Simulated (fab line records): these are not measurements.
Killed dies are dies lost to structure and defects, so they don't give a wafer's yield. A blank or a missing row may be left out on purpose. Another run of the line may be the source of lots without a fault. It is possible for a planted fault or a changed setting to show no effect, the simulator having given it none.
A struck lot beside a sound one | flow sky130 | 16 steps out of a route of 708
Sound: wafers L596.2, L596.4, L596.6. Wafers struck: L590.2, L590.4, L590.6. The cause is named last.
For every step that has rows: the tool of each side, followed by ch and its chambers, followed by its first start. Under that, the readings that differ: sound wafers | struck wafers | difference of the means | sigmas: that difference in standard deviations of wafers without a fault.
alike: words and numbers the same on both sides, and readings whose means are apart by under 2 such deviations; not compared: readings that were withheld, readings missing a value for some wafer, numbers with overlapping values and no deviation given by the record, and bounds like >300 which may hide the same value.
The two part at a step that has a row with sigmas, a row that says differs or no value, or rows on one side only. Numbers that have no deviation but don't overlap get no sigmas and don't part them. Lack of a reading on every wafer of one side parts them only where that side has two or more wafers.

first, 1 step without rows for these wafers: SKY_VT_ADJUST_NCORE_IMPLANT_09.
SKY_VT_ADJUST_NCORE_STRIP_10: strips in O2/N2.
  sound on plasma-asher-03 ch 0,1, day 13 15:08; struck on plasma-asher-04 ch 0,1, day 11 20:14
  alike: drypump-motor-current-A, n2-flow-sccm, oes-product-au, strip-time-to-endpoint-s
  not compared: rf-hours-counter-h
SKY_VT_ADJUST_NCORE_TW_MEAS_11:
  sound: film-metro-03 at day 13 15:14; struck: film-metro-01 at day 11 20:20
  alike: VT_ADJUST_NCORE_TW
then, 7 steps without rows for these wafers: SKY_VT_ADJUST_HVTR_DEHYDRATE_00 (time 60 s); SKY_VT_ADJUST_HVTR_HMDS_01 (prime time 60 s); SKY_VT_ADJUST_HVTR_COAT_02 (resist thk 1140 nm); SKY_VT_ADJUST_HVTR_SOFTBAKE_03 (time 60 s); SKY_VT_ADJUST_HVTR_EXPOSE_04 (exposes mask HVTRM, target cd 380 nm); SKY_VT_ADJUST_HVTR_PEB_05; SKY_VT_ADJUST_HVTR_DEVELOP_06 (develop time 60 s).
SKY_VT_ADJUST_HVTR_CD_MEAS_07: the cd target is 380 nm.
  sound: cd-sem-01 at day 14 17:09; struck: cd-sem-01 at day 12 20:19
  alike: cd-nm
SKY_VT_ADJUST_HVTR_OVL_MEAS_08:
  sound: overlay-02 at day 14 17:15; struck: overlay-01 at day 12 20:25
  alike: VT_ADJUST_HVTR_OVL
SKY_VT_ADJUST_HVTR_IMPLANT_09:
  sound on implanter-01 ch 0, day 14 17:19; struck on implanter-02 ch 0, day 12 20:28
  reading            | sound                            | struck                           | difference  | sigmas
  dose-ions-cm2      | 2.0991e+12 2.0974e+12 2.1012e+12 | 1.1958e+12 1.1944e+12 1.1951e+12 | -9.0413e+11 | -99 or more
  faraday-current-uA | 12.08 11.62 12.09                | 6.91 6.70 6.69                   | -5.16       | -22
  alike: beam-energy-keV
SKY_VT_ADJUST_HVTR_STRIP_10: strips in O2/N2.
  sound on plasma-asher-01 ch 0,1, day 14 17:26; struck on plasma-asher-02 ch 1, day 12 20:35
  alike: drypump-motor-current-A, n2-flow-sccm, oes-product-au, strip-time-to-endpoint-s
  not compared: rf-hours-counter-h
SKY_VT_ADJUST_HVTR_TW_MEAS_11:
  sound: film-metro-02 at day 14 17:32; struck: film-metro-02 at day 12 20:56
  reading           | sound             | struck            | difference | sigmas
  VT_ADJUST_HVTR_TW | 210.5 210.6 212.0 | 178.5 179.8 178.2 | -32.2      | -27
  not compared: hold
-- a jump in the record: the struck wafers' starts before and after are 36 days apart (it breaks off in module VT_ADJUST_HVTR and resumes in module PAD_OPEN, where the first step shown is number 708 of the route) --
SKY_PAD_OPEN_PROBE_99:
  sound: prober-02 at day 49 18:19; struck: prober-01 at day 48 14:28
  reading                                  | sound                   | struck                  | difference | sigmas
  model.etest.pfet_01v8_mvt.drive-ua-um    | 151.9 151.8 151.8       | 132.5 135.1 132.8       | -18.4      |
  model.etest.pfet_01v8_mvt.off-log10-a-um | -10.61 -10.73 -10.67    | -12.31 -12.26 -12.31    | -1.62      |
  model.etest.pfet_01v8_mvt.vt-sat-v (V)   | -0.5662 -0.5659 -0.5702 | -0.7106 -0.6998 -0.7013 | -0.1365    |
  model.etest.pfet_01v8_mvt.vt-v (V)       | -0.6532 -0.6536 -0.6572 | -0.7736 -0.7649 -0.7671 | -0.1139    |
  model.etest.pfet_01v8_mvt.vt-long-v (V)  | -0.8595 -0.862 -0.8623  | -0.9677 -0.9625 -0.9651 | -0.1038    |
  alike: killed_at_M0_to_M3, killed_at_M4_up, killed-at-contacts, killed-at-front-end, killed-at-other, killed-dies, killed-open, killed-short

WHERE THEY PART
At SKY_VT_ADJUST_HVTR_IMPLANT_09 first; at SKY_VT_ADJUST_HVTR_TW_MEAS_11 last (within this record only). Later steps at which nothing parts them and some readings are alike: SKY_PAD_OPEN_PROBE_99.

WHY: the cause the simulator had injected
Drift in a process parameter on implanter-02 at SKY_VT_ADJUST_HVTR_IMPLANT_09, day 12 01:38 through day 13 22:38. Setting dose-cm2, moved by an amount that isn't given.
